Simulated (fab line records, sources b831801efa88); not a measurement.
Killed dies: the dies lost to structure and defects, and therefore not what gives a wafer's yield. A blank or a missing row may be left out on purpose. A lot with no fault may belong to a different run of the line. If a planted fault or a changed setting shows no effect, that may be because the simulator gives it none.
Chamber matching | flow gf180mcu | 3 sister chambers for GF_V5_CVD_02 on pecvd-04
The step deposits SiO2 from TEOS, target thk 1450 nm, time 163.28 s. 3 wafers are shown with their chamber, then 7 later ones without.

WAFERS PAIRED WITH THEIR CHAMBERS
wafer  | chamber | heaterPowerW (W)
L278.2 | 0       | 801
L296.2 | 2       | 663
L296.3 | 1       | 544

WAFERS MISSING THEIR CHAMBER
wafer  | heaterPowerW (W)
L296.4 | 707
L298.1 | 755
L298.5 | 524
L298.6 | 856
L299.1 | 668
L299.4 | 717
L299.5 | 541

EACH ONE'S CHAMBER
wafer  | from the rows above     | in truth
L296.4 | can't be placed: 2 or 0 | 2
L298.1 | can't be placed: 0 or 2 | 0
L298.5 | 1                       | 1
L298.6 | 0                       | 0
L299.1 | 2                       | 2
L299.4 | can't be placed: 2 or 0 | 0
L299.5 | 1                       | 1
Correctly placed: 4 of 7. Not placeable from these rows: 3 (in 3, the candidates include the true chamber). Placed wrongly: 0.
How it was worked out, from the rows above alone: a wafer's distance from a chamber is the root of the sum, over the readings, of the square of ((its reading less the chamber's mean) divided by the reading's scatter). The wafer belongs to the nearest chamber; if the next one is less than 2 further off, it can't be placed. A chamber's mean is the mean of its shown wafers. The scatter: with one shown wafer a chamber, the root of the mean of the squares of how far each hidden wafer lies from its nearest shown one.
